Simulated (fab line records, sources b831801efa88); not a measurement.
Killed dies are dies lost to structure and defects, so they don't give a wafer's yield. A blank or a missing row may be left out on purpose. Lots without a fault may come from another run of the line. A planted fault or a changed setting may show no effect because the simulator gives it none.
fab line records | flow sky130
record lots=12 wafers=36 last_day=50
route steps=708 shown VIA3@594 METAL4@633 VIA4@657 METAL5@676 PAD_OPEN@708
lots that met no fault: from a run of the same line without faults
start_h: hours from the record's first day to the start of the lot's first wafer shown | wait_h: hours since the lot's step before | " the same as in the row above | L1.1+2: a row that stands for several wafers | - no value, or no start given | * or withheld: withheld | < > ~ a bound
route shown NAME@n: a module of which the file shows steps, and the number in the route of the first | usual: mean/standard deviation of fault-free wafers | same: alike in all rows | chamber/n: place in a boat | sites: the reading at each site | _std_site: their standard deviation | _edge_site: outer sites' mean less inner sites' | radius_mm: how far each site lies from the wafer's centre | mask NAME#n: copy n | behind: the tool/chamber that last shaped the wafer | hold: why the lot was held/for how many hours/how that ended | device: the transistor (n, p or np) that didn't switch | end of line: the same wafers' tests at the end of the route | a step without rows: its recipe alone | killed: dies lost to structure and defects at the first sort, not the wafer's yield | map: a wafer's dies, x killed, . not, _ none there
set.NAME: the setting as run; set.NAME@STEP: as run at that earlier step | model.NAME: the simulator's own value behind a step, which no gauge read
steps of the route over a sample of lots; a table a step, a row a wafer
services: from which hour (start_h, from the record's first day; less than 0 if before it) a tool's chamber was out of use, for how many hours, and why
## steps
# step SKY_VIA3_CVD_21
# recipe material=W target_thk_nm=390 time_s=117.31 temp_c=400 pressure_torr=40
# usual heater_power_w=805/47 susceptor_temp_C=400.01/0.22
# columns lot.wafer tool chamber start_h wait_h heater_power_w since_wet_clean_h susceptor_temp_C
L144.2 cvd_w-02 0 929.06 0.0 818 525 399.75
L144.4 " 0 " " 829 - 399.85
L144.5 " 1 " " 809 - 400.19
L145.2 cvd_w-01 0 945.62 0.0 676 28 400.34
L145.4 " 0 " " 683 - 400.04
L145.6 " 1 " " 758 - 400.16
L146.1 cvd_w-01 0 948.92 0.0 668 31 400.31
L146.2 " 1 " " 750 31 400.09
L146.6 " 0 " " 680 - 400.03
L156.1 cvd_w-02 0 1020.97 0.0 846 617 400.02
L156.5 " 1 " " 818 - 400.35
L156.6 " 0 " " 808 - 399.84
L157.2 cvd_w-02 0 1026.13 0.0 839 622 400.47
L157.4 " 0 " " 831 - 399.94
L157.5 " 0 " " 828 - 400.30
L158.3 cvd_w-02 0 1034.87 0.1 843 - 399.68
L158.4 " 1 " " 804 - 400.23
L158.5 " 0 " " 841 - 399.94
L159.3 cvd_w-02 0 1043.77 0.1 832 - 399.65
L159.5 " 1 " " 832 - 400.14
L159.6 " 0 " " 840 - 399.75
L160.1 cvd_w-02 1 1046.04 0.0 811 642 400.07
L160.2 " 0 " " 840 642 400.13
L160.6 " 0 " " 850 - 399.88
L162.1 cvd_w-02 1 1059.41 0.0 806 655 399.80
L162.4 " 0 " " 832 - 400.16
L162.5 " 1 " " 812 - 400.15
L164.2 cvd_w-02 1 1063.83 0.0 831 660 399.79
L164.3 " 0 " " 830 - 399.66
L164.5 " 0 " " 824 - 399.75
L166.1 cvd_w-02 0 1085.62 0.0 835 682 400.08
L166.4 " 0 " " 849 - 400.28
L166.6 " 1 " " 813 - 399.70
L167.1 cvd_w-02 1 1095.37 0.0 810 691 400.28
L167.4 " 1 " " 810 - 400.15
L167.6 " 0 " " 850 - 400.29
# step SKY_METAL4_ETCH_17
# recipe target=SiO2 stop_on=TiN chemistry=C4F8/O2/Ar source_w=1500 bias_w=1200 pressure_mtorr=40 c4f8_flow_sccm=withheld O2_flow_sccm=6 Ar_flow_sccm=300 time_s=3.9 target_depth_a=150
# usual oes_product_au=0.756/0.0064
# columns lot.wafer tool chamber start_h wait_h oes_product_au rf_hours_counter_h
L144.2 rie_diel-04 3 980.39 0.1 0.752 11
L144.4 " 1 " " 0.760 10
L144.5 " 2 " " 0.759 -
L145.2 rie_diel-04 1 995.79 0.1 0.748 10
L145.4 " 1 " " 0.759 -
L145.6 " 3 " " 0.758 -
L146.1 rie_diel-04 3 999.17 0.1 0.748 12
L146.2 " 2 " " 0.759 13
L146.6 " 3 " " 0.759 -
L156.1 rie_diel-01 0 1067.27 0.1 0.750 16
L156.5 " 0 " " 0.757 -
L156.6 " 1 " " 0.751 -
L157.2 rie_diel-02 2 1070.80 0.1 0.756 0
L157.4 " 0 " " 0.761 20
L157.5 " 0 " " 0.762 -
L158.3 rie_diel-01 1 1079.03 0.1 0.752 6
L158.4 " 2 " " 0.768 22
L158.5 " 1 " " 0.763 -
L159.3 rie_diel-01 0 1087.92 0.0 0.752 17
L159.5 " 3 " " 0.745 -
L159.6 " 0 " " 0.752 -
L160.1 rie_diel-01 0 1089.95 0.1 0.753 17
L160.2 " 3 " " 0.755 13
L160.6 " 3 " " 0.759 -
L162.1 rie_diel-02 0 1102.89 0.1 0.759 21
L162.4 " 2 " " 0.753 2
L162.5 " 3 " " 0.766 -
L164.2 rie_diel-04 1 1107.37 0.1 0.750 13
L164.3 " 3 " " 0.755 15
L164.5 " 0 " " 0.760 -
L166.1 rie_diel-01 2 1128.09 0.1 0.758 23
L166.4 " 1 " " 0.759 8
L166.6 " 1 " " 0.757 -
L167.1 rie_diel-04 2 1137.77 0.1 0.751 17
L167.4 " 2 " " 0.761 -
L167.6 " 1 " " 0.750 -
# step SKY_VIA4_CVD_18
# recipe material=W target_thk_nm=505 time_s=152.14 temp_c=400 pressure_torr=40
# usual heater_power_w=803/49 susceptor_temp_C=400.02/0.21
# columns lot.wafer tool chamber start_h wait_h heater_power_w since_wet_clean_h susceptor_temp_C
L144.2 cvd_w-01 0 1006.27 0.0 693 88 399.76
L144.4 " 1 " " 753 - 400.04
L144.5 " 1 " " 730 - 400.12
L144.2 cvd_w-01 0 1006.59 0.3 671 - 400.24
L144.4 " 1 " " 746 - 400.26
L144.5 " 1 " " 747 - 400.21
L145.2 cvd_w-02 0 1021.17 0.0 817 617 400.10
L145.4 " 1 " " 790 - 399.98
L145.6 " 1 " " 828 - 400.13
L145.2 cvd_w-02 0 1021.49 0.3 845 - 399.72
L145.4 " 1 " " 795 - 399.64
L145.6 " 1 " " 795 - 399.94
L146.1 cvd_w-02 1 1024.62 0.0 813 621 399.83
L146.2 " 0 " " 837 621 399.80
L146.6 " 0 " " 826 - 399.77
L146.1 cvd_w-02 1 1024.94 0.3 823 - 400.23
L146.2 " 0 " " 838 - 400.20
L146.6 " 0 " " 835 - 400.17
L156.1 cvd_w-02 1 1090.10 0.0 817 686 400.00
L156.5 " 1 " " 825 - 399.88
L156.6 " 0 " " 837 - 400.07
L157.2 cvd_w-02 0 1094.07 0.0 857 690 399.69
L157.4 " 1 " " 781 - 400.29
L157.5 " 1 " " 813 - 400.33
L158.3 cvd_w-02 0 1101.92 0.1 827 - 400.23
L158.4 " 1 " " 817 - 399.85
L158.5 " 1 " " 812 - 400.20
L159.3 cvd_w-02 0 1111.48 0.2 870 - 400.16
L159.5 " 0 " " 834 - 400.03
L159.6 " 1 " " 802 - 399.91
L160.1 cvd_w-02 0 1112.75 0.1 806 709 399.89
L160.2 " 1 " " 794 709 399.82
L160.6 " 0 " " 817 - 400.07
L162.1 cvd_w-02 0 1124.13 0.0 846 720 400.25
L162.4 " 1 " " 815 - 400.03
L162.5 " 0 " " 843 - 400.42
L164.2 cvd_w-01 1 1130.08 0.0 756 212 399.86
L164.3 " 1 " " 753 - 399.81
L164.5 " 0 " " 684 - 399.99
L166.1 cvd_w-02 0 1148.76 0.0 855 745 399.53
L166.4 " 1 " " 815 - 399.98
L166.6 " 1 " " 814 - 399.99
L167.1 cvd_w-01 0 1157.44 0.0 691 239 399.89
L167.4 " 0 " " 684 - 400.36
L167.6 " 0 " " 705 - 399.75
# step SKY_VIA4_RS_MEAS_19
# recipe thk_meas_gauge=four-point-probe reads=W_of_VIA4_CVD_18+TiN_of_VIA4_SPUTTER_17
# usual VIA4_W_RS=0.2263/0.0023
# columns lot.wafer tool chamber start_h wait_h VIA4_W_RS[ohm/sq]
L144.2 film_metro-04 - 1006.76 0.1 0.1127
L144.4 " - " " 0.1124
L144.5 " - " " 0.1115
L144.2 film_metro-04 - 1007.05 0.3 0.1124
L144.4 " - " " 0.1122
L144.5 " - " " 0.1115
L145.2 film_metro-03 - 1021.66 0.1 0.1128
L145.4 " - " " 0.1133
L145.6 " - " " 0.1131
L145.2 film_metro-03 - 1021.95 0.3 0.1127
L145.4 " - " " 0.1129
L145.6 " - " " 0.1130
L146.1 film_metro-03 - 1025.09 0.1 0.1127
L146.2 " - " " 0.1142
L146.6 " - " " 0.1136
L146.1 film_metro-03 - 1025.38 0.3 0.1130
L146.2 " - " " 0.1142
L146.6 " - " " 0.1134
L156.1 film_metro-03 - 1090.26 0.1 0.2266
L156.5 " - " " 0.2229
L156.6 " - " " 0.2238
L157.2 film_metro-04 - 1094.24 0.1 0.2266
L157.4 " - " " 0.2255
L157.5 " - " " 0.2258
L158.3 film_metro-02 - 1102.06 0.1 0.2270
L158.4 " - " " 0.2273
L158.5 " - " " 0.2279
L159.3 film_metro-04 - 1111.62 0.1 0.2256
L159.5 " - " " 0.2261
L159.6 " - " " 0.2245
L160.1 film_metro-04 - 1112.93 0.1 0.2248
L160.2 " - " " 0.2270
L160.6 " - " " 0.2260
L162.1 film_metro-03 - 1124.28 0.1 0.2261
L162.4 " - " " 0.2257
L162.5 " - " " 0.2276
L164.2 film_metro-04 - 1130.25 0.1 0.2231
L164.3 " - " " 0.2261
L164.5 " - " " 0.2241
L166.1 film_metro-03 - 1148.91 0.1 0.2273
L166.4 " - " " 0.2261
L166.6 " - " " 0.2250
L167.1 film_metro-04 - 1157.59 0.1 0.2221
L167.4 " - " " 0.2239
L167.6 " - " " 0.2233
# step SKY_METAL5_METAL_ETCH_15
# recipe target_depth_a=12600 stop_on=SiO2 over_etch_frac=0.2 time_s=252 chemistry=Cl2/BCl3 resist_sidewall_deg=86 pressure_mtorr=10 icp_w=900 bias_w=48.5 Cl2_flow_sccm=60 bcl3_flow_sccm=30
# usual drypump_motor_current_A=5.58/0.22 oes_product_au=0.894/0.0051 throttle_valve_pct=22.264/0.0081
# columns lot.wafer tool chamber start_h wait_h drypump_motor_current_A oes_product_au rf_hours_counter_h throttle_valve_pct
L156.1 rie_metal-02 1 1111.14 0.0 5.48 0.887 25 22.266
L156.5 " 0 " " 5.46 0.888 - 22.265
L156.6 " 1 " " 5.48 0.902 - 22.286
L157.2 rie_metal-02 0 1115.44 0.0 5.46 0.887 15 22.261
L157.4 " 1 " " 5.47 0.890 - 22.270
L157.5 " 1 " " 5.48 0.898 - 22.268
L158.3 rie_metal-02 1 1121.93 0.1 5.46 0.903 - 22.269
L158.4 " 0 " " 5.47 0.896 - 22.255
L158.5 " 1 " " 5.49 0.894 - 22.258
L159.3 rie_metal-04 0 1131.62 0.1 5.41 0.899 - 22.258
L159.5 " 1 " " 5.95 0.892 - 22.256
L159.6 " 0 " " 5.46 0.891 - 22.253
L160.1 rie_metal-01 1 1134.03 0.1 5.85 0.893 23 22.261
L160.2 " 1 " " 5.85 0.893 - 22.272
L160.6 " 1 " " 5.86 0.893 - 22.267
L162.1 rie_metal-02 0 1144.00 0.0 5.45 0.897 18 22.263
L162.4 " 1 " " 5.46 0.893 - 22.267
L162.5 " 0 " " 5.44 0.891 - 22.260
L164.2 rie_metal-04 1 1149.65 0.0 5.93 0.906 24 22.249
L164.3 " 0 " " 5.42 0.898 - 22.268
L164.5 " 1 " " 5.91 0.896 - 22.255
L166.1 rie_metal-04 0 1167.34 0.0 5.38 0.900 24 22.269
L166.4 " 0 " " 5.39 0.890 - 22.272
L166.6 " 0 " " 5.35 0.891 - 22.265
L167.1 rie_metal-02 1 1175.94 0.0 5.45 0.889 1 22.255
L167.4 " 0 " " 5.44 0.901 - 22.265
L167.6 " 1 " " 5.45 0.892 - 22.266
# step SKY_PAD_OPEN_PROBE_99
# usual defect_limited_yield=82.8/2 killed_at_M0_to_M3=43/7.2 killed_at_M4_up=3.0/2 killed_at_contacts=24/5.5 killed_at_front_end=15/4.2 killed_at_other=0.3/0.51 killed_dies=85/10 killed_open=46/7.3 killed_short=38/6.4 sort_bin_3_pad_short=0.9/0.42 sort_bin_5_function=10.3/1.5 sort_bin_6_memory=6.0/1.2 sort_n_pass=407/10 sort_yield_pct=82.8/2
# same gross_dies=492 killed_at_back_side=0 sort_bin_4_leakage[%]=0 sort_bin_8_speed[%]=0
# columns lot.wafer tool chamber start_h wait_h defect_limited_yield[%] killed_at_M0_to_M3 killed_at_M4_up killed_at_contacts killed_at_front_end killed_at_other killed_dies killed_open killed_short sort_bin_3_pad_short[%] sort_bin_5_function[%] sort_bin_6_memory[%] sort_n_pass sort_yield_pct[%]
L160.1 prober-01 - 1174.08 0.1 81.5 49 3 26 13 0 91 57 34 1.2 10.2 7.1 401 81.5
L160.2 prober-01 - 1174.13 0.1 84.1 36 3 18 21 0 78 44 34 0.4 9.6 5.9 414 84.1
L160.6 prober-01 - 1174.33 0.2 85.2 40 0 16 17 0 73 42 31 1.2 8.1 5.5 419 85.2
# killed by level:class
L160.1 VIA1:geometric_particle:open=12 LI_CONTACT:geometric_particle:open=8 CONTACT:geometric_particle:open=8 VIA2:geometric_particle:open=8 VIA3:geometric_particle:open=8 VIA2:geometric_particle:short=7 FIELD_ISO:geometric_particle:short=5 CONTACT:geometric_particle:short=5
L160.2 VIA2:geometric_particle:open=9 LI_CONTACT:geometric_particle:open=8 METAL2:geometric_particle:short=8 VIA1:geometric_particle:open=7 FIELD_ISO:geometric_particle:open=6 POLY_GATE:geometric_particle:short=5 CONTACT:geometric_particle:open=5 POLY_GATE:geometric_particle:open=4
L160.6 VIA1:geometric_particle:open=9 VIA2:geometric_particle:open=9 CONTACT:geometric_particle:open=7 VIA3:geometric_particle:open=6 FIELD_ISO:geometric_particle:open=5 METAL1:geometric_particle:short=5 FIELD_ISO:geometric_particle:short=4 METAL2:geometric_particle:short=4
## services
# columns tool chamber start_h hours kind
rie_metal-04 - 910.39 1.4 pm
rie_diel-02 3 913.22 3.4 repair
cvd_w-01 0 918.00 - clean
cvd_w-01 1 918.00 - clean
rie_diel-02 2 988.96 4.2 repair
rie_diel-04 0 992.85 20.4 repair
rie_metal-02 - 993.73 14.6 pm
rie_diel-02 0 1002.51 5.0 repair
cvd_w-01 - 1015.79 100.4 repair
cvd_w-02 - 1026.85 0.9 repair
rie_metal-01 1 1033.72 3.0 repair
rie_diel-01 1 1048.36 14.6 repair
rie_metal-01 0 1066.70 48.3 repair
rie_diel-04 - 1071.11 28.1 pm
rie_metal-01 - 1075.17 28.1 pm
rie_diel-02 - 1111.04 0.1 repair
cvd_w-01 1 1113.30 1.5 repair
rie_diel-04 - 1120.65 2.8 pm
rie_metal-01 1 1121.36 1.4 repair
rie_diel-04 0 1128.92 - clean
rie_diel-04 2 1144.85 10.8 repair
rie_diel-02 1 1157.05 13.7 repair
rie_diel-04 - 1158.13 14.6 pm
rie_diel-04 3 1174.69 12.6 repair
## key
first_sign step=SKY_VIA4_CVD_18 reading=visit direction=added
effect step=SKY_VIA4_RS_MEAS_19 reading=visit direction=added
effect step=SKY_VIA4_RS_MEAS_19 reading=VIA4_W_RS direction=down sigmas=48 usual=0.2263 struck=0.1129
met_at SKY_VIA4_CVD_18
struck_lots L144,L145,L146
scrapped_behind SKY_VIA4_RS_MEAS_19 L144.2,L144.4,L144.5,L145.2,L145.4,L145.6,L146.1,L146.2,L146.6
not_acting_at SKY_VIA3_CVD_21,SKY_METAL4_ETCH_17,SKY_METAL5_METAL_ETCH_15
fault kind=repeated_step_whole tool=cvd_w-01,cvd_w-02 chamber=- onset_h=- steps=SKY_VIA4_CVD_18 times=1 scope=struck_lots_only
